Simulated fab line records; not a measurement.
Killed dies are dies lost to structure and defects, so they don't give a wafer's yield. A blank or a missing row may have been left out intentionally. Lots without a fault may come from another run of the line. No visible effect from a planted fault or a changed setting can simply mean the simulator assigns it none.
fab line records | flow sky130
record: lots: 6 wafers: 18 lastDay: 50
route steps=708 shown SONOS_ONO@180 GATE_OXIDE@187 PAD_OPEN@708
lots untouched by any fault: they come from a run of this same line in which no faults occurred
startH: hours from the record's first day to the start of the lot's first wafer shown | waitH: hours from the lot's prior step to this one | " same as the row above | L1.1+2: a row that stands for several wafers | - no value present, or no start provided | * or withheld: withheld | < > ~ a bound
route shown NAME@n: a module of which the file shows steps, and the number in the route of the first | usual: mean and standard deviation over wafers with no fault | same: alike in all rows | chamber/n: place in a boat | sites: each site's reading | _std_site: how widely they spread, as a standard deviation | _edge_site: the outer-site mean with the inner-site mean subtracted | radiusMm: for every site, how far away it sits from the centre of the wafer | mask NAME#n: copy n | behind: tool/chamber where the wafer was last shaped | hold: reason for holding the lot/hours on hold/outcome of the hold | device: the n, p or np transistor that did not switch | end of line: tests of these same wafers at the route's end | a step with no rows: only its recipe | killed: dies lost to structure and defects at the first sort, not the wafer's yield | map: a wafer's dies, marking killed ones x, the rest . and places with no die _
set.NAME: the setting that was run; set.NAME@STEP: the one run at that earlier step | model.NAME: the simulator's own value behind a step, which no gauge read
a table for each step, a row for each wafer; lots at some steps of the route
services: when a tool's chamber went out of use (startH, in hours from the record's first day, below 0 if earlier), for how many hours, and the reason
== steps ==
step: SKY_SONOS_ONO_DEVELOP_12
recipe: developTimeS: 60 devTempC: 23
step: SKY_SONOS_ONO_CD_MEAS_13
recipe: targetCdNm: 410
usual: cdNm: 409.4/2.2
columns lot.wafer tool chamber startH waitH cdNm
L713.2 cdSem-02 - 286.49 0.1 409.8
L713.3 " - " " 409.7
L713.6 " - " " 411.9
L715.2 cdSem-01 - 299.00 0.1 413.7
L715.3 " - " " 414.1
L715.5 " - " " 414.0
L716.1 cdSem-01 - 312.89 0.1 405.2
L716.4 " - " " 405.0
L716.6 " - " " 406.2
L717.1 cdSem-01 - 318.18 0.1 408.0
L717.2 " - " " 405.9
L717.6 " - " " 408.6
L733.2 cdSem-01 - 453.51 0.1 408.1
L733.3 " - " " 408.1
L733.6 " - " " 408.9
L734.1 cdSem-01 - 462.79 0.1 408.7
L734.3 " - " " 409.2
L734.4 " - " " 408.4
step: SKY_SONOS_ONO_OVL_MEAS_14
usual: SONOS_ONO_OVL: -0.1/1.1
columns lot.wafer tool chamber startH waitH SONOS_ONO_OVL[nm]
L713.2 overlay-01 - 286.60 0.1 -0.1
L713.3 " - " " 1.3
L713.6 " - " " 0.5
L715.2 overlay-02 - 299.11 0.1 -0.6
L715.3 " - " " 0.3
L715.5 " - " " 0.0
L716.1 overlay-01 - 313.01 0.1 0.5
L716.4 " - " " -0.6
L716.6 " - " " -0.4
L717.1 overlay-02 - 318.30 0.1 -0.8
L717.2 " - " " 0.2
L717.6 " - " " -0.3
L733.2 overlay-01 - 453.61 0.1 -0.5
L733.3 " - " " 0.3
L733.6 " - " " -0.2
L734.1 overlay-01 - 462.91 0.1 0.2
L734.3 " - " " 2.1
L734.4 " - " " 1.0
step: SKY_SONOS_ONO_ETCH_15
recipe: targetDepthNm: 19.52 chemistry: CHF3/O2 sourceW: 600 biasW: 200 pressureMtorr: 40 chf3FlowSccm: 50 O2_flow_sccm: 5 timeS: 7.8
usual: drypumpMotorCurrentA: 5.7/0.51 oesProductAu: 0.999/0.0073 throttleValvePct: 8.824/0.0096
columns lot.wafer tool chamber startH waitH drypumpMotorCurrentA oesProductAu rfHoursCounterH throttleValvePct
L713.2 rieDiel-02 0 286.63 0.0 5.0 0.992 1 8.832
L713.3 " 1 " " 5.0 0.999 13 8.823
L713.6 " 1 " " 5.0 0.995 - 8.820
L715.2 rieDiel-02 0 299.14 0.0 5.0 0.982 1 8.822
L715.3 " 3 " " 5.9 1.003 108 8.825
L715.5 " 0 " " 5.0 0.996 - 8.822
L716.1 rieDiel-02 3 313.04 0.0 5.9 0.996 108 8.826
L716.4 " 2 " " 5.2 0.992 40 8.839
L716.6 " 2 " " 5.2 0.986 - 8.815
L717.1 rieDiel-01 3 318.34 0.0 5.8 1.005 115 8.837
L717.2 " 1 " " 5.7 1.007 3 8.836
L717.6 " 2 " " 6.5 1.008 - 8.823
L733.2 rieDiel-01 3 453.64 0.0 5.8 0.999 1 8.809
L733.3 " 0 " " 5.7 0.999 3 8.823
L733.6 " 2 " " 6.5 0.997 - 8.843
L734.1 rieDiel-01 0 462.94 0.0 5.7 0.998 4 8.829
L734.3 " 2 " " 6.5 1.002 46 8.822
L734.4 " 1 " " 5.7 0.996 6 8.820
step: SKY_SONOS_ONO_WET_ETCH_16
recipe: chemistry: dHF targetDepthNm: 14 dry: n2Spin target: SiO2 dilution: 100:1 tempC: 25 timeS: 280
step: SKY_SONOS_ONO_STRIP_17
recipe: chemistry: O2/N2 powerW: 1400 pressureMtorr: 1500 platenTempC: withheld o2FlowSccm: 3000 n2FlowSccm: 300 overashFraction: 0.5
usual: drypumpMotorCurrentA: 5.30/0.2 oesProductAu: 0.710/0.0043 stripTimeToEndpointS: 14.09/0.039
same: overashFraction: 0.5
columns lot.wafer tool chamber startH waitH drypumpMotorCurrentA oesProductAu rfHoursCounterH stripTimeToEndpointS
L713.2 plasmaAsher-02 1 286.74 0.0 5.36 0.711 60 14.06
L713.3 " 1 " " 5.36 0.703 - 14.06
L713.6 " 0 " " 5.29 0.710 - 14.05
L715.2 plasmaAsher-03 1 299.24 0.0 5.54 0.708 63 14.12
L715.3 " 1 " " 5.56 0.709 - 14.09
L715.5 " 0 " " 5.38 0.711 - 14.09
L716.1 plasmaAsher-03 0 313.15 0.0 5.33 0.704 64 14.09
L716.4 " 0 " " 5.32 0.712 - 14.08
L716.6 " 1 " " 5.57 0.708 - 14.13
L717.1 plasmaAsher-04 0 318.44 0.0 5.45 0.713 50 14.10
L717.2 " 1 " " 4.96 0.708 50 14.06
L717.6 " 1 " " 4.91 0.712 - 14.08
L733.2 plasmaAsher-04 1 453.84 0.0 4.98 0.710 63 14.05
L733.3 " 0 " " 5.45 0.717 - 14.08
L733.6 " 0 " " 5.45 0.705 - 14.11
L734.1 plasmaAsher-02 0 463.05 0.0 5.28 0.700 77 14.10
L734.3 " 0 " " 5.29 0.710 - 14.08
L734.4 " 1 " " 5.39 0.706 - 14.06
step: SKY_SONOS_ONO_WET_ETCH_18
recipe: chemistry: H3PO4 targetDepthNm: 15 target: Si3N4 tempC: 160 timeS: 172
step: SKY_GATE_OXIDE_CLEAN_00
recipe: chemistry: SC1/SC2 mix: 1:4:20 tempC: 70 timeS: 150 dry: n2Spin
step: SKY_GATE_OXIDE_OXIDATION_01
recipe: tempC: 900 ambient: O2 stabiliseS: 600 purgeS: 300 targetThkA: 102.68 oxTimeS: 1473
step: SKY_GATE_OXIDE_THK_MEAS_02
recipe: reads: SiO2_of_GATE_OXIDE_OXIDATION_01
usual: GATE_OXIDE_OXIDATION_00_THK: 10.24/0.21
columns lot.wafer tool chamber startH waitH GATE_OXIDE_OXIDATION_00_THK[nm]
L713.2 filmMetro-02 - 289.41 0.0 10.17
L713.3 " - " " 9.96
L713.6 " - " " 10.04
L715.2 filmMetro-04 - 301.68 0.0 9.89
L715.3 " - " " 9.85
L715.5 " - " " 9.83
L716.1 filmMetro-02 - 314.99 0.0 10.50
L716.4 " - " " 10.40
L716.6 " - " " 10.36
L717.1 filmMetro-01 - 320.69 0.0 10.30
L717.2 " - " " 10.33
L717.6 " - " " 10.44
L733.2 filmMetro-04 - 455.52 0.0 10.31
L733.3 " - " " 10.39
L733.6 " - " " 10.25
L734.1 filmMetro-02 - 465.22 0.0 10.08
L734.3 " - " " 10.23
L734.4 " - " " 10.08
step: SKY_GATE_OXIDE_DEHYDRATE_03
recipe: tempC: 200 timeS: 60
step: SKY_GATE_OXIDE_HMDS_04
recipe: primeTimeS: 60 primeTempC: 120
step: SKY_GATE_OXIDE_COAT_05
recipe: resist: NOVOLAK spinRpm: 3000 resistThkNm: 1140
usual: chillPlateTempC: 23.00/0.12 dispensePressureKPa: 49.5/0.81
columns lot.wafer tool chamber startH waitH chillPlateTempC dispensePressureKPa
L713.2 lithoTrack-02 0 301.31 0.1 22.95 48.9
L713.3 " 0 " " 22.91 48.9
L713.6 " 0 " " 23.03 48.9
L715.2 lithoTrack-03 0 314.73 0.1 23.15 50.7
L715.3 " 0 " " 23.10 50.7
L715.5 " 0 " " 23.07 50.7
L716.1 lithoTrack-03 - 327.91 0.1 - -
L716.4 " - " " - -
L716.6 " - " " - -
L717.1 lithoTrack-02 - 334.09 0.1 - -
L717.2 " - " " - -
L717.6 " - " " - -
L733.2 lithoTrack-04 0 470.85 0.1 23.02 48.9
L733.3 " 0 " " 22.92 48.9
L733.6 " 0 " " 23.02 48.9
L734.1 lithoTrack-03 0 479.86 0.1 22.93 50.7
L734.3 " 0 " " 22.86 50.6
L734.4 " 0 " " 22.84 50.7
step: SKY_GATE_OXIDE_SOFTBAKE_06
recipe: tempC: 90 timeS: 60 resist: NOVOLAK
step: SKY_GATE_OXIDE_EXPOSE_07
recipe: maskId: LVOM na: 0.6 sourceShape: conventional sigmaOuter: 0.6 polarization: unpolarized targetCdNm: 600 doseMj: 170
step: SKY_GATE_OXIDE_PEB_08
recipe: tempC: withheld timeS: * resist: NOVOLAK
step: SKY_GATE_OXIDE_DEVELOP_09
recipe: resist: NOVOLAK developer: TMAH developTimeS: 60 devTempC: 23
step: SKY_GATE_OXIDE_OVL_MEAS_10
usual: GATE_OXIDE_OVL: 0.5/1.5
columns lot.wafer tool chamber startH waitH GATE_OXIDE_OVL[nm]
L713.2 overlay-02 - 314.73 0.1 1.9
L713.3 " - " " 0.6
L713.6 " - " " 0.4
L715.2 overlay-01 - 328.03 0.1 2.3
L715.3 " - " " 1.2
L715.5 " - " " 1.1
L716.1 overlay-02 - 341.77 0.1 -
L716.4 " - " " -
L716.6 " - " " -
L717.1 overlay-02 - 347.47 0.1 -
L717.2 " - " " -
L717.6 " - " " -
L733.2 overlay-01 - 486.19 0.1 0.3
L733.3 " - " " 2.3
L733.6 " - " " 1.6
L734.1 overlay-02 - 495.42 0.1 1.1
L734.3 " - " " 1.0
L734.4 " - " " -0.5
step: SKY_GATE_OXIDE_IMPLANT_11
recipe: species: B energyKev: 10 doseCm2: 2.6e+12 tiltDeg: withheld
step: SKY_PAD_OPEN_PROBE_99
usual: killed_at_M0_to_M3: 43/7.2 killed_at_M4_up: 3.0/1.7 killedAtContacts: 24/5.3 killedAtFrontEnd: 15/4.6 killedAtOther: 0.3/0.5 killedDies: 85/10 killedOnRim: 17/3.8 killedOpen: 46/7.2 killedShort: 39/6.4
same: grossDies: 492 killedAtBackSide: 0
columns lot.wafer tool chamber startH waitH killed_at_M0_to_M3 killed_at_M4_up killedAtContacts killedAtFrontEnd killedAtOther killedDies killedOnRim killedOpen killedShort
L715.2 prober-01 - 1096.91 0.1 41 1 27 18 0 87 24 45 42
L715.3 prober-01 - 1096.96 0.2 50 4 28 12 0 94 18 48 46
L715.5 prober-01 - 1097.06 0.2 35 5 25 9 1 75 15 31 44
L716.1 prober-02 - 1104.58 0.1 35 1 24 432 0 492 96 42 35
L716.4 prober-02 - 1104.73 0.2 49 4 32 407 0 492 96 51 56
L716.6 prober-02 - 1104.83 0.2 38 3 24 427 0 492 96 42 43
L717.1 prober-01 - 1106.09 0.1 47 0 23 422 0 492 96 47 41
L717.2 prober-01 - 1106.14 0.1 50 2 27 412 1 492 96 51 46
L717.6 prober-01 - 1106.34 0.2 32 5 30 425 0 492 96 49 36
L733.2 prober-01 - 1191.40 0.1 54 3 30 20 0 107 16 70 37
L733.3 prober-01 - 1191.45 0.2 55 4 22 30 0 111 19 58 53
L733.6 prober-01 - 1191.60 0.2 42 5 21 17 1 86 20 55 31
killed by level:class
L715.2 LI_CONTACT:geometricParticle:open=13 VIA1:geometricParticle:open=10 VIA1:geometricParticle:short=8 FIELD_ISO:geometricParticle:short=7 METAL1:geometricParticle:short=7 CONTACT:geometricParticle:open=7 CONTACT:geometricParticle:short=4 VIA2:geometricParticle:open=4
L715.3 VIA1:geometricParticle:open=11 LI_CONTACT:geometricParticle:open=8 CONTACT:geometricParticle:open=7 METAL2:geometricParticle:short=7 VIA2:geometricParticle:open=7 VIA1:geometricParticle:short=6 LI_CONTACT:geometricParticle:short=5 VIA2:geometricParticle:short=4
L715.5 METAL1:geometricParticle:short=10 CONTACT:geometricParticle:open=9 VIA1:geometricParticle:open=7 CONTACT:geometricParticle:short=6 LOCAL_INTERCONNECT:geometricParticle:short=5 METAL4:geometricParticle:short=5 VIA3:geometricParticle:short=4 VIA2:geometricParticle:open=4
L716.1 GATE_OXIDE:areaExpose=415 VIA1:geometricParticle:open=9 CONTACT:geometricParticle:open=8 VIA3:geometricParticle:open=6 LI_CONTACT:geometricParticle:open=6 POLY_GATE:geometricParticle:short=5 CONTACT:geometricParticle:short=5 METAL1:geometricParticle:short=5
L716.4 GATE_OXIDE:areaExpose=385 VIA1:geometricParticle:open=15 CONTACT:geometricParticle:open=11 CONTACT:geometricParticle:short=9 POLY_GATE:geometricParticle:short=8 POLY_GATE:geometricParticle:open=7 METAL1:geometricParticle:short=7 METAL2:geometricParticle:short=7
L716.6 GATE_OXIDE:areaExpose=407 CONTACT:geometricParticle:open=11 VIA1:geometricParticle:open=7 POLY_GATE:geometricParticle:open=6 CONTACT:geometricParticle:short=6 METAL1:geometricParticle:short=6 FIELD_ISO:geometricParticle:short=5 LI_CONTACT:geometricParticle:open=5
L717.1 GATE_OXIDE:areaExpose=404 VIA1:geometricParticle:open=15 FIELD_ISO:geometricParticle:short=6 LI_CONTACT:geometricParticle:open=6 VIA2:geometricParticle:open=6 CONTACT:geometricParticle:open=6 METAL1:geometricParticle:short=5 VIA3:geometricParticle:short=5
L717.2 GATE_OXIDE:areaExpose=395 CONTACT:geometricParticle:open=12 VIA1:geometricParticle:open=9 LI_CONTACT:geometricParticle:open=8 METAL2:geometricParticle:short=7 VIA3:geometricParticle:open=7 POLY_GATE:geometricParticle:short=6 METAL1:geometricParticle:short=6
L717.6 GATE_OXIDE:areaExpose=407 VIA1:geometricParticle:open=12 LI_CONTACT:geometricParticle:open=9 CONTACT:geometricParticle:open=7 LOCAL_INTERCONNECT:geometricParticle:short=7 FIELD_ISO:geometricParticle:short=6 METAL4:geometricParticle:short=5 FIELD_ISO:geometricParticle:open=4
L733.2 CONTACT:geometricParticle:open=15 VIA1:geometricParticle:open=14 VIA2:geometricParticle:open=12 METAL1:geometricParticle:short=7 VIA1:geometricParticle:short=7 VIA3:geometricParticle:open=7 FIELD_ISO:geometricParticle:open=5 POLY_GATE:geometricParticle:open=5
L733.3 VIA1:geometricParticle:open=19 FIELD_ISO:geometricParticle:short=13 VIA1:geometricParticle:short=9 CONTACT:geometricParticle:open=9 VIA3:geometricParticle:open=9 FIELD_ISO:geometricParticle:open=8 POLY_GATE:geometricParticle:short=4 LI_CONTACT:geometricParticle:open=4
L733.6 VIA1:geometricParticle:open=13 VIA2:geometricParticle:open=11 LI_CONTACT:geometricParticle:open=8 FIELD_ISO:geometricParticle:open=6 CONTACT:geometricParticle:open=6 VIA3:geometricParticle:open=4 METAL4:geometricParticle:short=4 FIELD_ISO:geometricParticle:short=3
map L716.1 (x killed, . not)
__________xxxxxxxxxx_________
________xxxxxxxxxxxxxx_______
______xxxxxxxxxxxxxxxxxx_____
_____xxxxxxxxxxxxxxxxxxxx____
____xxxxxxxxxxxxxxxxxxxxxx___
___xxxxxxxxxxxxxxxxxxxxxxxx__
__xxxxxxxxxxxxxxxxxxxxxxxxxx_
_xxxxxxxxxxxxxxxxxxxxxxxxxxxx
_xxxxxxxxxxxxxxxxxxxxxxxxxxxx
_xxxxxxxxxxxxxxxxxxxxxxxxxxxx
_xxxxxxxxxxxxxxxxxxxxxxxxxxxx
_xxxxxxxxxxxxxxxxxxxxxxxxxxxx
_xxxxxxxxxxxxxxxxxxxxxxxxxxxx
_xxxxxxxxxxxxxxxxxxxxxxxxxxxx
_xxxxxxxxxxxxxxxxxxxxxxxxxxxx
__xxxxxxxxxxxxxxxxxxxxxxxxxx_
___xxxxxxxxxxxxxxxxxxxxxxxx__
____xxxxxxxxxxxxxxxxxxxxxx___
_____xxxxxxxxxxxxxxxxxxxx____
______xxxxxxxxxxxxxxxxxx_____
________xxxxxxxxxxxxxx_______
__________xxxxxxxxxx_________
map L717.1 (x killed, . not)
__________xxxxxxxxxx_________
________xxxxxxxxxxxxxx_______
______xxxxxxxxxxxxxxxxxx_____
_____xxxxxxxxxxxxxxxxxxxx____
____xxxxxxxxxxxxxxxxxxxxxx___
___xxxxxxxxxxxxxxxxxxxxxxxx__
__xxxxxxxxxxxxxxxxxxxxxxxxxx_
_xxxxxxxxxxxxxxxxxxxxxxxxxxxx
_xxxxxxxxxxxxxxxxxxxxxxxxxxxx
_xxxxxxxxxxxxxxxxxxxxxxxxxxxx
_xxxxxxxxxxxxxxxxxxxxxxxxxxxx
_xxxxxxxxxxxxxxxxxxxxxxxxxxxx
_xxxxxxxxxxxxxxxxxxxxxxxxxxxx
_xxxxxxxxxxxxxxxxxxxxxxxxxxxx
_xxxxxxxxxxxxxxxxxxxxxxxxxxxx
__xxxxxxxxxxxxxxxxxxxxxxxxxx_
___xxxxxxxxxxxxxxxxxxxxxxxx__
____xxxxxxxxxxxxxxxxxxxxxx___
_____xxxxxxxxxxxxxxxxxxxx____
______xxxxxxxxxxxxxxxxxx_____
________xxxxxxxxxxxxxx_______
__________xxxxxxxxxx_________
== services ==
columns tool chamber startH hours kind
rieDiel-01 2 275.25 7.3 repair
rieDiel-01 0 275.58 11.2 repair
plasmaAsher-04 - 277.38 2.3 repair
rieDiel-01 0 303.27 2.8 repair
plasmaAsher-04 - 319.39 3.2 repair
rieDiel-01 3 375.00 - clean
rieDiel-01 3 375.00 17.2 scheduledDown
rieDiel-01 3 375.00 17.2 ventCycle
rieDiel-02 3 389.14 - clean
rieDiel-02 3 389.14 31.1 scheduledDown
rieDiel-02 3 389.14 31.1 ventCycle
plasmaAsher-04 - 392.91 1.9 repair
plasmaAsher-03 - 408.23 4.3 pm
rieDiel-01 - 409.23 2.3 repair
plasmaAsher-04 - 415.36 4.1 repair
plasmaAsher-03 - 421.25 9.0 pm
plasmaAsher-03 0 421.25 9.0 ventCycle
plasmaAsher-03 1 421.25 9.0 ventCycle
plasmaAsher-02 - 427.39 11.1 repair
plasmaAsher-03 0 430.25 - clean
plasmaAsher-03 1 430.25 - clean
plasmaAsher-03 - 445.28 14.7 pm
== key ==
firstSign: step: SKY_GATE_OXIDE_COAT_05 reading: toolRecord direction: missing
effect: step: SKY_GATE_OXIDE_OVL_MEAS_10 reading: GATE_OXIDE_OVL direction: missing
effect: step: SKY_PAD_OPEN_PROBE_99 reading: killedAtFrontEnd direction: up sigmas: 89 usual: 15 struck: 421
moreKillsBornAt: SKY_GATE_OXIDE_EXPOSE_07@ilineStepper-01: 2413
metAt SKY_GATE_OXIDE_COAT_05
struckWafers L716.1,L716.4,L716.6,L717.1,L717.2,L717.6
laterRowsLeftOut L716.1,L716.4,L716.6,L717.1,L717.2,L717.6
testerLeftOut L716,L717
onsetBetween 314.73 327.91
fault: kind: skippedStepWhole tool: lithoTrack-02,lithoTrack-03 chamber: - onsetH: 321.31 steps: SKY_GATE_OXIDE_COAT_05 scope: struckLotsOnly
testerLeftOut: of these lots the tester's yield and bins aren't shown, on N5 and GAA mostly nor the transistor test; their killed dies are dies lost to structure and defects alone, not to doping, threshold or leakage, so they don't give the yield
laterRowsLeftOut: the simulator's readings of these wafers behind a module that went badly wrong aren't trusted and aren't shown, but for the sort
